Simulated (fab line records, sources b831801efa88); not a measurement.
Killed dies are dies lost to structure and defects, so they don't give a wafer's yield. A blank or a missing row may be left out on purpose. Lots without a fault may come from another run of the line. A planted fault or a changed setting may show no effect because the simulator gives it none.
fab line records | flow sky130
record lots=5 wafers=15 last_day=49
route steps=708 shown GATE_OXIDE@192 POLY_GATE@204 RES_PROTECT@206
lots that met no fault: from a run of the same line without faults
start_h: hours from the record's first day to the start of the lot's first wafer shown | wait_h: hours since the lot's step before | " the same as in the row above | L1.1+2: a row that stands for several wafers | - no value, or no start given | * or withheld: withheld | < > ~ a bound
route shown NAME@n: a module of which the file shows steps, and the number in the route of the first | usual: mean/standard deviation of fault-free wafers | same: alike in all rows | chamber/n: place in a boat | sites: the reading at each site | _std_site: their standard deviation | _edge_site: outer sites' mean less inner sites' | radius_mm: how far each site lies from the wafer's centre | mask NAME#n: copy n | behind: the tool/chamber that last shaped the wafer | hold: why the lot was held/for how many hours/how that ended | device: the transistor (n, p or np) that didn't switch | end of line: the same wafers' tests at the end of the route | a step without rows: its recipe alone | killed: dies lost to structure and defects at the first sort, not the wafer's yield | map: a wafer's dies, x killed, . not, _ none there
set.NAME: the setting as run; set.NAME@STEP: as run at that earlier step | model.NAME: the simulator's own value behind a step, which no gauge read
lots at some steps of the route; a table a step, a row a wafer
services: from which hour (start_h, from the record's first day; less than 0 if before it) a tool's chamber was out of use, for how many hours, and why
## steps
# step SKY_GATE_OXIDE_COAT_05
# recipe resist=NOVOLAK spin_rpm=3000 resist_thk_nm=1140
# columns lot.wafer tool chamber start_h wait_h
L075.2+4+5 litho_track-02 0 303.17 0.1
L082.4+5+6 litho_track-01 0 358.64 0.1
L085.1+2+6 litho_track-02 0 389.90 0.1
L088.3+4+6 litho_track-01 0 420.57 0.1
L089.1+2+6 litho_track-01 0 424.22 0.1
# step SKY_GATE_OXIDE_SOFTBAKE_06
# recipe temp_c=90 time_s=60 resist=NOVOLAK
# columns lot.wafer tool chamber start_h wait_h
L075.2+4+5 litho_track-02 0 303.32 0.1
L082.4+5+6 litho_track-01 0 358.79 0.1
L085.1+2+6 litho_track-02 0 390.05 0.1
L088.3+4+6 litho_track-01 0 420.72 0.1
L089.1+2+6 litho_track-01 0 424.37 0.1
# step SKY_GATE_OXIDE_EXPOSE_07
# recipe mask_id=LVOM na=0.6 source_shape=conventional sigma_outer=0.6 polarization=unpolarized target_cd_nm=600 dose_mj=170
# columns lot.wafer tool chamber start_h wait_h mask
L075.2+4+5 iline_stepper-01 0 - - LVOM#0
L082.4+5+6 iline_stepper-02 0 - - LVOM#0
L085.1+2+6 iline_stepper-01 0 - - LVOM#0
L088.3+4+6 iline_stepper-01 0 - - LVOM#0
L089.1+2+6 iline_stepper-02 0 - - LVOM#0
# step SKY_GATE_OXIDE_PEB_08
# recipe temp_c=withheld time_s=* resist=NOVOLAK
# columns lot.wafer tool chamber start_h wait_h
L075.2+4+5 litho_track-04 0 - -
L082.4+5+6 litho_track-04 0 - -
L085.1+2+6 litho_track-02 0 - -
L088.3+4+6 litho_track-04 0 - -
L089.1+2+6 litho_track-04 0 - -
# step SKY_GATE_OXIDE_DEVELOP_09
# recipe resist=NOVOLAK developer=TMAH develop_time_s=60 dev_temp_c=23
# same develop_time_s=60
# columns lot.wafer tool chamber start_h wait_h
L075.2+4+5 litho_track-04 0 315.96 0.1
L082.4+5+6 litho_track-04 0 372.21 0.1
L085.1+2+6 litho_track-02 0 404.20 0.1
L088.3+4+6 litho_track-04 0 435.73 0.1
L089.1+2+6 litho_track-04 0 438.68 0.1
# step SKY_GATE_OXIDE_OVL_MEAS_10
# usual GATE_OXIDE_OVL=-0.5/1.2
# columns lot.wafer tool chamber start_h wait_h GATE_OXIDE_OVL[nm]
L075.2 overlay-01 - 316.09 0.1 0.8
L075.4 " - " " -0.1
L075.5 " - " " 0.3
L082.4 overlay-02 - 372.30 0.1 -0.8
L082.5 " - " " -2.0
L082.6 " - " " -3.2
L085.1 overlay-02 - 404.35 0.1 0.2
L085.2 " - " " 0.2
L085.6 " - " " -1.3
L088.3 overlay-01 - 435.85 0.1 -0.7
L088.4 " - " " -0.8
L088.6 " - " " -0.4
L089.1 overlay-01 - 438.83 0.1 -0.6
L089.2 " - " " -1.8
L089.6 " - " " 0.1
# step SKY_GATE_OXIDE_IMPLANT_11
# recipe species=B energy_kev=10 dose_cm2=2.6e+12 tilt_deg=withheld
# usual faraday_current_uA=14.6/0.31
# columns lot.wafer tool chamber start_h wait_h faraday_current_uA
L075.2 implanter-04 0 316.15 0.0 14.4
L075.4 " 0 " " 14.6
L075.5 " 0 " " 14.9
L082.4 implanter-02 0 372.40 0.1 14.9
L082.5 " 0 " " 14.7
L082.6 " 0 " " 13.7
L085.1 implanter-02 0 404.38 0.0 15.1
L085.2 " 0 " " 14.7
L085.6 " 0 " " 14.4
L088.3 implanter-02 0 435.92 0.1 14.3
L088.4 " 0 " " 14.7
L088.6 " 0 " " 14.1
L089.1 implanter-02 0 438.87 0.0 14.9
L089.2 " 0 " " 14.5
L089.6 " 0 " " 14.2
# step SKY_GATE_OXIDE_WET_ETCH_12
# recipe chemistry=dHF target_depth_nm=16.8 dry=n2_spin target=SiO2 dilution=100:1 temp_c=25 time_s=336
# columns lot.wafer tool chamber start_h wait_h
L075.2+4+5 wet_bench-02 0 316.27 0.1
L082.4+5+6 wet_bench-03 0 372.47 0.1
L085.1+2+6 wet_bench-04 1 404.53 0.1
L088.3+4+6 wet_bench-02 0 436.02 0.1
L089.1+2+6 wet_bench-04 0 439.02 0.1
# step SKY_GATE_OXIDE_STRIP_13
# recipe chemistry=O2/N2 power_w=1400 pressure_mtorr=1500 platen_temp_c=withheld o2_flow_sccm=3000 n2_flow_sccm=300 overash_fraction=0.5
# usual drypump_motor_current_A=5.4/0.41 oes_product_au=0.715/0.0045 strip_time_to_endpoint_s=14.21/0.038
# columns lot.wafer tool chamber start_h wait_h drypump_motor_current_A oes_product_au rf_hours_counter_h strip_time_to_endpoint_s
L075.2 plasma_asher-01 0 316.37 0.0 6.1 0.710 58 14.21
L075.4 " 0 " " 6.1 0.714 - 14.23
L075.5 " 0 " " 6.1 0.715 - 14.22
L082.4 plasma_asher-01 1 372.61 0.0 5.4 0.710 - 14.23
L082.5 " 1 " " 5.4 0.715 - 14.18
L082.6 " 0 " " 6.1 0.716 - 14.21
L085.1 plasma_asher-03 1 404.64 0.0 5.8 0.720 60 14.26
L085.2 " 0 " " 5.0 0.715 60 14.25
L085.6 " 0 " " 5.0 0.714 - 14.26
L088.3 plasma_asher-03 0 436.16 0.0 5.0 0.716 - 14.14
L088.4 " 1 " " 5.8 0.719 - 14.14
L088.6 " 1 " " 5.7 0.715 - 14.18
L089.1 plasma_asher-04 0 439.12 0.0 5.1 0.719 30 14.18
L089.2 " 1 " " 5.1 0.713 30 14.17
L089.6 " 1 " " 5.1 0.720 - 14.17
# step SKY_GATE_OXIDE_TW_MEAS_14
# usual GATE_OXIDE_TW=225.2/1.6
# columns lot.wafer tool chamber start_h wait_h GATE_OXIDE_TW
L075.2 film_metro-02 - 316.48 0.1 225.9
L075.4 " - " " 226.9
L075.5 " - " " 224.9
L082.4 film_metro-03 - 372.70 0.1 225.1
L082.5 " - " " 225.6
L082.6 " - " " 223.9
L085.1 film_metro-03 - 404.74 0.1 224.9
L085.2 " - " " 223.4
L085.6 " - " " 222.9
L088.3 film_metro-04 - 436.24 0.1 226.9
L088.4 " - " " 226.4
L088.6 " - " " 226.0
L089.1 film_metro-03 - 439.27 0.1 224.4
L089.2 " - " " 223.9
L089.6 " - " " 224.1
# step SKY_GATE_OXIDE_CLEAN_15
# recipe chemistry=SC1/SC2 mix=1:4:20 temp_c=70 time_s=150 dry=n2_spin
# columns lot.wafer tool chamber start_h wait_h
L075.2+4+5 wet_bench-03 0 316.53 0.0
L082.4+5+6 wet_bench-03 2 372.73 0.0
L085.1+2+6 wet_bench-03 0 404.80 0.1
L088.3+4+6 wet_bench-04 2 436.28 0.0
L089.1+2+6 wet_bench-02 2 439.33 0.1
# step SKY_GATE_OXIDE_OXIDATION_16
# recipe temp_c=800 ambient=O2 idle_temp_c=700 ramp_up_c_per_min=10 ramp_down_c_per_min=3 stabilise_s=600 purge_s=300 target_thk_a=35.7 ox_time_s=1915
# usual spike_tc_upper_C=800.3/1 tube_center_temp_C=800/0.076 zone_power_top_pct=27.9/1
# columns lot.wafer tool chamber start_h wait_h spike_tc_upper_C tube_center_temp_C zone_power_top_pct
L075.2 furnace-01 0 316.81 0.2 800.6 800.06 29.6
L075.4 " 0 " " 800.9 800 29.5
L075.5 " 0 " " 799.9 799.91 29.6
L082.4 furnace-02 0 374.51 1.7 801.2 799.91 27.1
L082.5 " 0 " " 799.0 799.89 27.6
L082.6 " 0 " " 799.5 799.98 27.1
L085.1 furnace-01 0 405.70 0.9 798.1 800.04 29.4
L085.2 " 0 " " 801.1 800.11 29.6
L085.6 " 0 " " 801.8 799.87 29.0
L088.3 furnace-02 0 436.39 0.1 801.5 799.9 27.1
L088.4 " 0 " " 800.1 799.9 27.4
L088.6 " 0 " " 800.0 800.05 27.1
L089.1 furnace-01 0 440.41 1.0 802.6 800.13 28.7
L089.2 " 0 " " 800.6 799.91 29.6
L089.6 " 0 " " 799.0 800.12 29.3
# step SKY_POLY_GATE_CVD_00
# recipe material=poly-Si target_thk_nm=180 temp_c=620 time_s=720 pressure_mtorr=200
# usual spike_tc_upper_C=619.7/1.1 zone_power_top_pct=20.5/0.33
# columns lot.wafer tool chamber start_h wait_h spike_tc_upper_C zone_power_top_pct
L075.2 lpcvd-01 1 318.34 0.0 619.9 20.2
L075.4 " 1 " " 620.5 20.3
L075.5 " 1 " " 620.3 20.0
L082.4 lpcvd-01 1 376.04 0.0 620.7 20.2
L082.5 " 1 " " 620.9 20.3
L082.6 " 1 " " 619.6 20.3
L085.1 lpcvd-01 1 407.23 0.0 618.5 20.2
L085.2 " 1 " " 621.9 20.3
L085.6 " 1 " " 620.4 19.6
L088.3 lpcvd-01 0 437.93 0.0 618.1 20.4
L088.4 " 0 " " 620.3 20.5
L088.6 " 0 " " 618.2 20.5
L089.1 lpcvd-01 0 441.94 0.0 618.2 21.1
L089.2 " 0 " " 618.8 20.8
L089.6 " 0 " " 618.9 20.3
# step SKY_POLY_GATE_THK_MEAS_01
# recipe reads=poly-Si_of_POLY_GATE_CVD_00
# usual POLY_GATE_CVD_00_THK=180.1/1.4
# columns lot.wafer tool chamber start_h wait_h POLY_GATE_CVD_00_THK[nm]
L075.2 film_metro-02 - 319.55 0.0 178.9
L075.4 " - " " 179.2
L075.5 " - " " 178.5
L082.4 film_metro-04 - 377.27 0.0 180.7
L082.5 " - " " 180.0
L082.6 " - " " 180.6
L085.1 film_metro-02 - 409.03 0.0 182.0
L085.2 " - " " 182.3
L085.6 " - " " 182.4
L088.3 film_metro-02 - 439.20 0.1 178.8
L088.4 " - " " 180.3
L088.6 " - " " 180.5
L089.1 film_metro-02 - 443.74 0.0 180.8
L089.2 " - " " 179.7
L089.6 " - " " 180.4
# step SKY_RES_PROTECT_DEHYDRATE_00
# recipe temp_c=200 time_s=60
# columns lot.wafer tool chamber start_h wait_h
L075.2+4+5 litho_track-03 0 332.95 13.4
L082.4+5+6 litho_track-02 0 391.22 13.9
L085.1+2+6 litho_track-02 0 423.70 14.7
L088.3+4+6 litho_track-01 0 454.12 14.9
L089.1+2+6 litho_track-02 0 459.25 15.5
# step SKY_RES_PROTECT_HMDS_01
# recipe prime_time_s=60 prime_temp_c=120
# columns lot.wafer tool chamber start_h wait_h
L075.2+4+5 litho_track-03 0 333.10 0.1
L082.4+5+6 litho_track-02 0 391.37 0.1
L085.1+2+6 litho_track-02 0 423.85 0.1
L088.3+4+6 litho_track-01 0 454.27 0.1
L089.1+2+6 litho_track-02 0 459.40 0.1
# step SKY_RES_PROTECT_COAT_02
# recipe resist=NOVOLAK spin_rpm=3000 resist_thk_nm=1140
# columns lot.wafer tool chamber start_h wait_h
L075.2+4+5 litho_track-03 0 333.25 0.1
L082.4+5+6 litho_track-02 0 391.52 0.1
L085.1+2+6 litho_track-02 0 424.00 0.1
L088.3+4+6 litho_track-01 0 454.42 0.1
L089.1+2+6 litho_track-02 0 459.55 0.1
# step SKY_RES_PROTECT_SOFTBAKE_03
# recipe temp_c=90 time_s=60 resist=NOVOLAK
# columns lot.wafer tool chamber start_h wait_h
L075.2+4+5 litho_track-03 0 333.40 0.1
L082.4+5+6 litho_track-02 0 391.67 0.1
L085.1+2+6 litho_track-02 0 424.15 0.1
L088.3+4+6 litho_track-01 0 454.57 0.1
L089.1+2+6 litho_track-02 0 459.70 0.1
# step SKY_RES_PROTECT_EXPOSE_04
# recipe mask_id=RPM na=0.6 source_shape=conventional sigma_outer=0.6 polarization=unpolarized target_cd_nm=1270 dose_mj=131
# columns lot.wafer tool chamber start_h wait_h mask
L075.2+4+5 iline_stepper-01 0 - - RPM#0
L082.4+5+6 iline_stepper-01 0 - - RPM#0
L085.1+2+6 iline_stepper-01 0 - - RPM#0
L088.3+4+6 iline_stepper-01 0 - - RPM#0
L089.1+2+6 iline_stepper-01 0 - - RPM#0
# step SKY_RES_PROTECT_PEB_05
# recipe temp_c=withheld time_s=* resist=NOVOLAK
# columns lot.wafer tool chamber start_h wait_h
L075.2+4+5 litho_track-01 0 - -
L082.4+5+6 litho_track-02 0 - -
L085.1+2+6 litho_track-03 0 - -
L088.3+4+6 litho_track-03 0 - -
L089.1+2+6 litho_track-03 0 - -
# step SKY_RES_PROTECT_DEVELOP_06
# recipe resist=NOVOLAK developer=TMAH develop_time_s=60 dev_temp_c=23
# same develop_time_s=60
# columns lot.wafer tool chamber start_h wait_h
L075.2+4+5 litho_track-01 0 345.79 0.1
L082.4+5+6 litho_track-02 0 405.52 0.1
L085.1+2+6 litho_track-03 0 438.47 0.1
L088.3+4+6 litho_track-03 0 469.92 0.1
L089.1+2+6 litho_track-03 0 474.92 0.1
# step SKY_POLY_GATE_IMPLANT_02
# recipe species=P energy_kev=30 dose_cm2=7.7e+15 tilt_deg=0
# usual faraday_current_uA=12527/560
# columns lot.wafer tool chamber start_h wait_h faraday_current_uA
L075.2 implanter-04 0 345.94 0.1 11958
L075.4 " 0 " " 11861
L075.5 " 0 " " 11673
L082.4 implanter-04 0 405.67 0.1 12090
L082.5 " 0 " " 12068
L082.6 " 0 " " 12282
L085.1 implanter-04 0 438.62 0.1 12227
L085.2 " 0 " " 12466
L085.6 " 0 " " 12166
L088.3 implanter-01 0 470.07 0.1 13147
L088.4 " 0 " " 13555
L088.6 " 0 " " 12843
L089.1 implanter-04 0 475.07 0.1 11460
L089.2 " 0 " " 11938
L089.6 " 0 " " 11971
# step SKY_RES_PROTECT_STRIP_07
# recipe chemistry=O2/N2 power_w=1400 pressure_mtorr=1500 platen_temp_c=withheld o2_flow_sccm=3000 n2_flow_sccm=300 overash_fraction=0.5
# usual drypump_motor_current_A=5.9/0.51 oes_product_au=0.517/0.0049 strip_time_to_endpoint_s=23.30/0.045
# columns lot.wafer tool chamber start_h wait_h drypump_motor_current_A oes_product_au rf_hours_counter_h strip_time_to_endpoint_s
L075.2 plasma_asher-03 0 346.07 0.1 5.0 0.511 54 23.30
L075.4 " 1 " " 5.8 0.513 - 23.28
L075.5 " 1 " " 5.8 0.521 - 23.33
L082.4 plasma_asher-02 1 405.78 0.1 6.3 0.516 - 23.41
L082.5 " 0 " " 6.4 0.510 - 23.38
L082.6 " 1 " " 6.3 0.521 - 23.38
L085.1 plasma_asher-02 1 438.77 0.1 6.3 0.524 1 23.30
L085.2 " 0 " " 6.4 0.516 1 23.31
L085.6 " 0 " " 6.4 0.515 - 23.32
L088.3 plasma_asher-03 0 470.21 0.1 5.0 0.521 - 23.32
L088.4 " 1 " " 5.8 0.520 - 23.25
L088.6 " 0 " " 5.0 0.516 - 23.31
L089.1 plasma_asher-02 1 475.22 0.1 6.3 0.514 4 23.31
L089.2 " 0 " " 6.4 0.517 4 23.30
L089.6 " 0 " " 6.4 0.513 - 23.30
# step SKY_RES_PROTECT_TW_MEAS_08
# usual POLY_GATE_TW=4056/23
# columns lot.wafer tool chamber start_h wait_h POLY_GATE_TW
L075.2 film_metro-01 - 346.18 0.1 4061
L075.4 " - " " 4049
L075.5 " - " " 4037
L082.4 film_metro-02 - 405.88 0.1 4083
L082.5 " - " " 4088
L082.6 " - " " 4071
L085.1 film_metro-02 - 438.87 0.1 4048
L085.2 " - " " 4042
L085.6 " - " " 4037
L088.3 film_metro-01 - 470.29 0.1 4075
L088.4 " - " " 4079
L088.6 " - " " 4060
L089.1 film_metro-03 - 475.32 0.1 3994
L089.2 " - " " 3979
L089.6 " - " " 4012
# step SKY_RES_PROTECT_CLEAN_09
# recipe chemistry=SC1/SC2 mix=1:4:20 temp_c=70 time_s=150 dry=n2_spin
# columns lot.wafer tool chamber start_h wait_h
L075.2+4+5 wet_bench-03 3 346.23 0.0
L082.4+5+6 wet_bench-03 3 405.91 0.0
L085.1+2+6 wet_bench-02 3 438.93 0.1
L088.3+4+6 wet_bench-01 1 470.33 0.0
L089.1+2+6 wet_bench-03 2 475.38 0.1
# step SKY_POLY_GATE_CVD_03
# recipe material=Si3N4 precursor=DCS/NH3 target_thk_nm=75 temp_c=770 time_s=1290 pressure_mtorr=250
# usual spike_tc_upper_C=769.6/1.3 zone_power_top_pct=28.7/1.1
# columns lot.wafer tool chamber start_h wait_h spike_tc_upper_C zone_power_top_pct
L075.2 lpcvd-02 0 346.28 0.0 769.5 28.2
L075.4 " 0 " " 773.4 27.9
L075.5 " 0 " " 770.1 28.1
L082.4 lpcvd-02 0 405.96 0.0 770.0 28.0
L082.5 " 0 " " 770.2 28.1
L082.6 " 0 " " 768.4 27.8
L085.1 lpcvd-02 0 441.01 2.0 771.8 28.3
L085.2 " 0 " " 769.4 27.4
L085.6 " 0 " " 770.3 28.0
L088.3 lpcvd-02 1 470.38 0.0 767.8 30.3
L088.4 " 1 " " 768.6 30.6
L088.6 " 1 " " 768.3 30.7
L089.1 lpcvd-02 0 475.43 0.0 769.1 27.9
L089.2 " 0 " " 769.8 28.0
L089.6 " 0 " " 771.0 27.9
# step SKY_POLY_GATE_THK_MEAS_04
# recipe reads=Si3N4_of_POLY_GATE_CVD_03
# usual POLY_GATE_CVD_03_THK=74.9/0.59
# columns lot.wafer tool chamber start_h wait_h POLY_GATE_CVD_03_THK[nm]
L075.2 film_metro-01 - 347.64 0.0 74.4
L075.4 " - " " 74.3
L075.5 " - " " 73.9
L082.4 film_metro-04 - 407.35 0.0 75.1
L082.5 " - " " 74.6
L082.6 " - " " 74.6
L085.1 film_metro-01 - 443.05 0.0 75.5
L085.2 " - " " 75.4
L085.6 " - " " 75.3
L088.3 film_metro-02 - 471.76 0.0 74.8
L088.4 " - " " 74.6
L088.6 " - " " 75.0
L089.1 film_metro-02 - 476.79 0.0 75.8
L089.2 " - " " 75.5
L089.6 " - " " 76.0
# step SKY_POLY_GATE_DEHYDRATE_05
# recipe temp_c=200 time_s=60
# columns lot.wafer tool chamber start_h wait_h
L075.2+4+5 litho_track-02 0 361.37 13.7
L082.4+5+6 litho_track-03 0 422.05 14.7
L085.1+2+6 litho_track-03 0 458.42 15.4
L088.3+4+6 litho_track-04 0 486.43 14.7
L089.1+2+6 litho_track-02 0 492.00 15.2
# step SKY_POLY_GATE_HMDS_06
# recipe prime_time_s=60 prime_temp_c=120
# columns lot.wafer tool chamber start_h wait_h
L075.2+4+5 litho_track-02 0 361.52 0.1
L082.4+5+6 litho_track-03 0 422.20 0.1
L085.1+2+6 litho_track-03 0 458.57 0.1
L088.3+4+6 litho_track-04 0 486.58 0.1
L089.1+2+6 litho_track-02 0 492.15 0.1
# step SKY_POLY_GATE_COAT_07
# recipe resist=BARC temp_c=withheld time_s=withheld spin_rpm=3000 resist_thk_nm=110
# columns lot.wafer tool chamber start_h wait_h
L075.2+4+5 litho_track-02 0 361.67 0.1
L082.4+5+6 litho_track-03 0 422.35 0.1
L085.1+2+6 litho_track-03 0 458.72 0.1
L088.3+4+6 litho_track-04 0 486.73 0.1
L089.1+2+6 litho_track-02 0 492.30 0.1
# step SKY_POLY_GATE_COAT_08
# recipe resist=KrF-thick spin_rpm=3000 resist_thk_nm=450
# columns lot.wafer tool chamber start_h wait_h
L075.2+4+5 litho_track-02 0 - -
L082.4+5+6 litho_track-03 0 - -
L085.1+2+6 litho_track-03 0 - -
L088.3+4+6 litho_track-04 0 - -
L089.1+2+6 litho_track-02 0 - -
# step SKY_POLY_GATE_SOFTBAKE_09
# recipe temp_c=100 time_s=90 resist=KrF-thick
# columns lot.wafer tool chamber start_h wait_h
L075.2+4+5 litho_track-02 0 - -
L082.4+5+6 litho_track-03 0 - -
L085.1+2+6 litho_track-03 0 - -
L088.3+4+6 litho_track-04 0 - -
L089.1+2+6 litho_track-02 0 - -
# step SKY_POLY_GATE_EXPOSE_10
# recipe mask_id=P1M na=0.68 source_shape=conventional sigma_outer=0.6 target_cd_nm=150 dose_mj=28
# columns lot.wafer tool chamber start_h wait_h mask
L075.2+4+5 krf_scanner-02 0 - - P1M#0
L082.4+5+6 krf_scanner-01 0 - - P1M#0
L085.1+2+6 krf_scanner-01 0 - - P1M#0
L088.3+4+6 krf_scanner-02 0 - - P1M#0
L089.1+2+6 krf_scanner-01 0 - - P1M#0
# step SKY_POLY_GATE_PEB_11
# recipe peb_temp_c=withheld peb_time_s=withheld resist=KrF-thick
# columns lot.wafer tool chamber start_h wait_h
L075.2+4+5 litho_track-03 0 - -
L082.4+5+6 litho_track-03 0 - -
L085.1+2+6 litho_track-04 0 - -
L088.3+4+6 litho_track-04 0 - -
L089.1+2+6 litho_track-02 0 - -
# step SKY_POLY_GATE_DEVELOP_12
# recipe develop_time_s=60 resist=KrF-thick dev_temp_c=21
# same develop_time_s=60
# columns lot.wafer tool chamber start_h wait_h
L075.2+4+5 litho_track-03 0 - -
L082.4+5+6 litho_track-03 0 - -
L085.1+2+6 litho_track-04 0 - -
L088.3+4+6 litho_track-04 0 - -
L089.1+2+6 litho_track-02 0 - -
# step SKY_POLY_GATE_CD_MEAS_13
# recipe target_cd_nm=150
# usual cd_nm=150.0/1.4
# columns lot.wafer tool chamber start_h wait_h cd_nm
L075.2 cd_sem-01 - 375.19 - 150.4
L075.4 " - " " 150.1
L075.5 " - " " 149.4
L082.4 cd_sem-01 - 437.78 - 149.4
L082.5 " - " " 149.6
L082.6 " - " " 149.3
L085.1 cd_sem-02 - 473.98 - 146.3
L085.2 " - " " 147.5
L085.6 " - " " 147.2
L088.3 cd_sem-02 - 501.87 - 152.2
L088.4 " - " " 150.9
L088.6 " - " " 151.1
L089.1 cd_sem-02 - 507.35 - 148.5
L089.2 " - " " 147.1
L089.6 " - " " 148.2
# step SKY_POLY_GATE_OVL_MEAS_14
# usual POLY_GATE_OVL=1/5.7
# columns lot.wafer tool chamber start_h wait_h POLY_GATE_OVL[nm]
L075.2 overlay-02 - 375.30 0.1 5
L075.4 " - " " 5
L075.5 " - " " 10
L082.4 overlay-01 - 437.86 0.1 0
L082.5 " - " " -6
L082.6 " - " " -1
L085.1 overlay-02 - 474.10 0.1 -1
L085.2 " - " " -6
L085.6 " - " " -11
L088.3 overlay-02 - 501.97 0.1 -7
L088.4 " - " " 1
L088.6 " - " " 7
L089.1 overlay-02 - 507.47 0.1 -9
L089.2 " - " " -1
L089.6 " - " " 2
# step SKY_POLY_GATE_ETCH_15
# recipe chemistry=N2/H2 target=BARC ion_energy_ev=200 source_w=500 bias_w=100 pressure_mtorr=30 n2_flow_sccm=100 h2_flow_sccm=200 stop_on=SiO2 time_s=118.5 target_depth_a=1100
# usual drypump_motor_current_A=5.6/0.56 oes_product_au=0.716/0.0045 throttle_valve_pct=13.213/0.0091
# columns lot.wafer tool chamber start_h wait_h drypump_motor_current_A oes_product_au rf_hours_counter_h throttle_valve_pct
L075.2 rie_diel-02 2 375.33 0.0 5.5 0.705 57 13.216
L075.4 " 3 " " 5.8 0.728 1 13.231
L075.5 " 0 " " 5.8 0.723 - 13.203
L082.4 rie_diel-02 2 437.88 0.0 5.5 0.711 58 13.212
L082.5 " 0 " " 5.8 0.721 - 13.187
L082.6 " 1 " " 6.0 0.711 - 13.209
L085.1 rie_diel-03 3 474.14 0.0 5.7 0.714 95 13.205
L085.2 " 1 " " 4.9 0.715 89 13.213
L085.6 " 0 " " 4.9 0.715 - 13.204
L088.3 rie_diel-02 3 501.99 0.0 5.8 0.712 3 13.212
L088.4 " 1 " " 6.1 0.723 77 13.218
L088.6 " 0 " " 5.8 0.723 - 13.212
L089.1 rie_diel-03 0 507.50 0.0 4.9 0.710 1 13.215
L089.2 " 1 " " 4.8 0.716 89 13.205
L089.6 " 0 " " 4.9 0.717 - 13.211
# step SKY_POLY_GATE_ETCH_16
# recipe stop_on=poly-Si chemistry=CH3F/O2 target=Si3N4 source_w=400 bias_w=80 pressure_mtorr=25 ch3f_flow_sccm=40 O2_flow_sccm=30 time_s=147.5 target_depth_a=750
# usual drypump_motor_current_A=5.6/0.56 oes_product_au=0.640/0.0049 throttle_valve_pct=10.536/0.0091
# columns lot.wafer tool chamber start_h wait_h drypump_motor_current_A oes_product_au rf_hours_counter_h throttle_valve_pct
L075.2 rie_diel-02 2 375.41 0.0 5.5 0.643 57 10.543
L075.4 " 3 " " 5.8 0.638 1 10.520
L075.5 " 0 " " 5.8 0.631 - 10.525
L082.4 rie_diel-02 2 437.96 0.0 5.5 0.642 58 10.536
L082.5 " 0 " " 5.8 0.643 - 10.534
L082.6 " 1 " " 6.0 0.650 - 10.545
L085.1 rie_diel-03 3 474.22 0.0 5.7 0.637 95 10.519
L085.2 " 1 " " 4.9 0.640 89 10.542
L085.6 " 0 " " 4.9 0.640 - 10.547
L088.3 rie_diel-02 3 502.07 0.0 5.8 0.641 3 10.532
L088.4 " 1 " " 6.0 0.638 77 10.539
L088.6 " 0 " " 5.8 0.646 - 10.544
L089.1 rie_diel-03 0 507.58 0.0 4.9 0.650 2 10.527
L089.2 " 1 " " 4.8 0.649 89 10.525
L089.6 " 0 " " 4.9 0.643 - 10.533
# step SKY_POLY_GATE_ETCH_17
# recipe target_depth_nm=180 stop_on=SiO2 over_etch_frac=0.56667 chemistry=HBr/Cl2 target=poly-Si icp_w=400 bias_w=100 pressure_mtorr=10 HBr_flow_sccm=150 Cl2_flow_sccm=50 time_s=70.5
# usual drypump_motor_current_A=5.9/0.31 oes_product_au=0.986/0.0059 throttle_valve_pct=33.685/0.0088
# columns lot.wafer tool chamber start_h wait_h drypump_motor_current_A oes_product_au rf_hours_counter_h throttle_valve_pct
L075.2 rie_si-01 2 375.51 0.0 6.2 0.985 0 33.676
L075.4 " 3 " " 6.1 0.991 5 33.696
L075.5 " 0 " " 5.8 0.984 - 33.684
L082.4 rie_si-02 3 438.06 0.0 5.7 0.987 7 33.694
L082.5 " 0 " " 5.3 0.986 - 33.681
L082.6 " 1 " " 5.9 0.981 - 33.678
L085.1 rie_si-01 1 474.32 0.0 6.3 1.000 2 33.693
L085.2 " 0 " " 5.9 0.994 1 33.676
L085.6 " 2 " " 6.2 0.996 - 33.678
L088.3 rie_si-02 0 502.17 0.0 5.3 0.978 7 33.689
L088.4 " 2 " " 5.9 0.988 43 33.684
L088.6 " 1 " " 5.9 0.986 - 33.689
L089.1 rie_si-01 2 507.68 0.0 6.2 0.988 1 33.673
L089.2 " 1 " " 6.4 0.984 2 33.685
L089.6 " 2 " " 6.2 0.990 - 33.679
# step SKY_POLY_GATE_STRIP_18
# recipe chemistry=O2/N2 power_w=1400 pressure_mtorr=1500 platen_temp_c=withheld o2_flow_sccm=3000 n2_flow_sccm=300 overash_fraction=0.5
# usual drypump_motor_current_A=5.5/0.56 oes_product_au=0.361/0.0043 strip_time_to_endpoint_s=3.168/0.03
# columns lot.wafer tool chamber start_h wait_h drypump_motor_current_A oes_product_au rf_hours_counter_h strip_time_to_endpoint_s
L075.2 plasma_asher-04 1 375.57 0.0 5.1 0.370 24 3.189
L075.4 " 0 " " 5.1 0.362 - 3.187
L075.5 " 0 " " 5.1 0.357 - 3.198
L082.4 plasma_asher-04 1 438.15 0.1 5.1 0.358 - 3.156
L082.5 " 1 " " 5.1 0.360 - 3.196
L082.6 " 0 " " 5.1 0.359 - 3.175
L085.1 plasma_asher-03 1 474.38 0.0 5.8 0.356 67 3.139
L085.2 " 0 " " 5.0 0.355 67 3.151
L085.6 " 0 " " 5.0 0.357 - 3.127
L088.3 plasma_asher-04 1 502.26 0.1 5.1 0.357 - 3.223
L088.4 " 0 " " 5.2 0.365 - 3.193
L088.6 " 1 " " 5.1 0.366 - 3.191
L089.1 plasma_asher-04 0 507.74 0.0 5.1 0.365 37 3.192
L089.2 " 1 " " 5.1 0.363 37 3.175
L089.6 " 0 " " 5.1 0.368 - 3.171
# step SKY_POLY_GATE_CLEAN_19
# recipe chemistry=SC1/SC2 mix=1:4:20 temp_c=70 time_s=150 dry=n2_spin
# columns lot.wafer tool chamber start_h wait_h
L075.2+4+5 wet_bench-01 2 375.67 0.1
L082.4+5+6 wet_bench-01 1 438.22 0.0
L085.1+2+6 wet_bench-04 1 474.48 0.1
L088.3+4+6 wet_bench-04 2 502.33 0.0
L089.1+2+6 wet_bench-02 0 507.84 0.1
## services
# columns tool chamber start_h hours kind
iline_stepper-01 - 286.48 1.7 pm
krf_scanner-01 - 293.16 0.7 repair
rie_diel-02 3 293.68 5.3 repair
lpcvd-01 - 302.05 2.5 repair
wet_bench-02 - 302.15 4.1 repair
iline_stepper-01 - 306.24 2.3 repair
furnace-01 - 319.73 4.4 pm
iline_stepper-01 - 327.63 4.0 repair
plasma_asher-04 - 328.04 3.7 repair
rie_si-01 2 331.86 13.1 repair
lpcvd-02 - 357.51 2.2 repair
rie_diel-02 1 358.16 4.6 repair
rie_diel-03 1 361.47 7.3 repair
plasma_asher-04 - 378.68 2.8 pm
rie_diel-03 - 414.43 0.5 repair
iline_stepper-01 - 434.55 2.1 pm
rie_diel-02 1 454.91 1.4 repair
implanter-02 - 478.25 13.6 repair
lpcvd-02 - 495.38 17.2 pm
implanter-02 - 497.63 116.3 pm
plasma_asher-03 - 501.87 4.3 repair
rie_diel-03 3 502.52 35.3 repair
implanter-04 - 504.90 5.6 repair
lpcvd-01 - 504.97 2.6 repair
## key
fault none
